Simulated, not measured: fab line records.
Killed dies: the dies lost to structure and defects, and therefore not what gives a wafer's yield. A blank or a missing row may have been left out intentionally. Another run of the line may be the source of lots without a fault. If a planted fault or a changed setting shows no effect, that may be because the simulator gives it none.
What tool caused it? / flow sky130 / Sampling: 14 lots, 42 wafers, 3 of 708 route steps

## WHAT EACH GAUGE READ, for each wafer
SKY_CONTACT_CD_MEAS_14: target cd 170 nm.
lot=L766; measured=day 32 07:50; on=cd sem-01; cd nm (nm)=170.4 170.0 171.3
lot=L768; measured=day 33 03:45; on=cd sem-02; cd nm (nm)=170.2 170.8 170.8
lot=L771; measured=day 33 23:27; on=cd sem-02; cd nm (nm)=170.9 170.2 170.6
lot=L769; measured=day 34 00:29; on=cd sem-02; cd nm (nm)=170.7 169.4 170.0
lot=L772; measured=day 34 02:49; on=cd sem-02; cd nm (nm)=167.8 169.2 170.0
lot=L774; measured=day 35 02:11; on=cd sem-01; cd nm (nm)=168.2 168.6 169.0
lot=L775; measured=day 35 13:36; on=cd sem-02; cd nm (nm)=170.7 170.7 171.2
lot=L777; measured=day 35 17:29; on=cd sem-01; cd nm (nm)=169.7 171.3 169.7
lot=L780; measured=day 36 18:37; on=cd sem-02; cd nm (nm)=170.6 88.7 170.2
lot=L781; measured=day 37 02:31; on=cd sem-01; cd nm (nm)=90.7 171.1 91.1
lot=L785; measured=day 38 09:58; on=cd sem-01; cd nm (nm)=170.9 170.7 170.7
lot=L787; measured=day 38 17:12; on=cd sem-01; cd nm (nm)=169.3 169.4 169.7
lot=L786; measured=day 38 23:27; on=cd sem-02; cd nm (nm)=171.5 172.2 171.4
lot=L788; measured=day 39 13:03; on=cd sem-02; cd nm (nm)=172.3 173.4 173.1

## TOOL THAT RAN EACH LOT (tool first, then ch and the chambers of the sampled wafers, then the start)
lot=L766; SKY_LI_CONTACT_SPUTTER_20=pvd sputter-01, day 29 21:52; SKY_CONTACT_EXPOSE_11=krf scanner-01 ch 0, day 31 18:13
lot=L768; SKY_LI_CONTACT_SPUTTER_20=pvd sputter-01, day 30 17:40; SKY_CONTACT_EXPOSE_11=krf scanner-01 ch 0, day 32 14:13
lot=L771; SKY_LI_CONTACT_SPUTTER_20=pvd sputter-01, day 31 14:28; SKY_CONTACT_EXPOSE_11=krf scanner-01 ch 0, day 33 10:13
lot=L769; SKY_LI_CONTACT_SPUTTER_20=pvd sputter-04, day 31 15:24; SKY_CONTACT_EXPOSE_11=krf scanner-02 ch 0, day 33 11:23
lot=L772; SKY_LI_CONTACT_SPUTTER_20=pvd sputter-02, day 31 17:49; SKY_CONTACT_EXPOSE_11=krf scanner-01 ch 0, day 33 14:17
lot=L774; SKY_LI_CONTACT_SPUTTER_20=pvd sputter-01, day 32 17:49; SKY_CONTACT_EXPOSE_11=krf scanner-02 ch 0, day 34 12:49
lot=L775; SKY_LI_CONTACT_SPUTTER_20=pvd sputter-04, day 33 05:46; SKY_CONTACT_EXPOSE_11=krf scanner-02 ch 0, day 35 00:27
lot=L777; SKY_LI_CONTACT_SPUTTER_20=pvd sputter-04, day 33 09:07; SKY_CONTACT_EXPOSE_11=krf scanner-01 ch 0, day 35 04:21
lot=L780; SKY_LI_CONTACT_SPUTTER_20=pvd sputter-04, day 34 11:28; SKY_CONTACT_EXPOSE_11=krf scanner-01 ch 0, day 36 05:37
lot=L781; SKY_LI_CONTACT_SPUTTER_20=pvd sputter-01, day 34 19:18; SKY_CONTACT_EXPOSE_11=krf scanner-01 ch 0, day 36 13:43
lot=L785; SKY_LI_CONTACT_SPUTTER_20=pvd sputter-02, day 36 03:31; SKY_CONTACT_EXPOSE_11=krf scanner-02 ch 0, day 37 21:09
lot=L787; SKY_LI_CONTACT_SPUTTER_20=pvd sputter-01, day 36 10:12; SKY_CONTACT_EXPOSE_11=krf scanner-02 ch 0, day 38 04:27
lot=L786; SKY_LI_CONTACT_SPUTTER_20=pvd sputter-02, day 36 17:31; SKY_CONTACT_EXPOSE_11=krf scanner-02 ch 0, day 38 10:59
lot=L788; SKY_LI_CONTACT_SPUTTER_20=pvd sputter-02, day 37 07:32; SKY_CONTACT_EXPOSE_11=krf scanner-02 ch 0, day 39 00:38
- SKY_LI_CONTACT_SPUTTER_20: material TiN, target thk 20 nm, time 80 s.
- SKY_CONTACT_EXPOSE_11: exposes mask CTM1, target cd 170 nm.

## WHAT THE TOOLS THEMSELVES READ (means of the sampled wafers that have a number; where no wafer has one, the mark that the record gives instead)
SKY_LI_CONTACT_SPUTTER_20.
lot=L766; tool=pvd sputter-01; throttle valve pct (%)=30.1
lot=L768; tool=pvd sputter-01; throttle valve pct (%)=29.9
lot=L771; tool=pvd sputter-01; throttle valve pct (%)=29.9
lot=L769; tool=pvd sputter-04; throttle valve pct (%)=29.4
lot=L772; tool=pvd sputter-02; throttle valve pct (%)=28.8
lot=L774; tool=pvd sputter-01; throttle valve pct (%)=29.7
lot=L775; tool=pvd sputter-04; throttle valve pct (%)=29.8
lot=L777; tool=pvd sputter-04; throttle valve pct (%)=30.0
lot=L780; tool=pvd sputter-04; throttle valve pct (%)=29.8
lot=L781; tool=pvd sputter-01; throttle valve pct (%)=30.1
lot=L785; tool=pvd sputter-02; throttle valve pct (%)=30.3
lot=L787; tool=pvd sputter-01; throttle valve pct (%)=29.8
lot=L786; tool=pvd sputter-02; throttle valve pct (%)=28.9
lot=L788; tool=pvd sputter-02; throttle valve pct (%)=31.0

## THE ANSWER, worked out from the rows above alone
Rule: the lots themselves supply what counts as usual. The widest of any qualifying gaps counts: lots, ordered by their means at a reading, are off when they make up no more than a third of the lots, leave a main group of 4 or more, and stand apart from it by 3 or more times the standard deviation of that group's means. A main group is skipped when, at the precision printed for the reading in the tables above, its means are all equal. A lot without any number at a reading at which 4 lots or more have one is off too. All remaining lots with rows at the step are treated as sound. After the gauges, taken in route order, come the tools' own readings; for these a lot's mean is taken, as printed above. At the first step where some lot is off, the reading lying furthest off is the one used; lots without a number count as furthest.
Off: L780, L781, at SKY_CONTACT_CD_MEAS_14 (cd nm). The main group: mean 170.4 nm, standard deviation 1.1.
If a tool, at a process step before that reading, ran all the lots that are off and no sound lot after the first of them, it fits. The gauges at SKY_CONTACT_CD_MEAS_14 are tried like those tools. One fits: SKY_CONTACT_EXPOSE_11 on krf scanner-01. A fault onset in the window from L777 (day 35 04:21, its last sound lot) to L780 (day 36 05:37, its first lot off) fits.

## WHAT THE SIMULATOR PUT IN
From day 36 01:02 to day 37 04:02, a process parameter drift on krf scanner-01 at SKY_CONTACT_EXPOSE_11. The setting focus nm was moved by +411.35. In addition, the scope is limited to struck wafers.
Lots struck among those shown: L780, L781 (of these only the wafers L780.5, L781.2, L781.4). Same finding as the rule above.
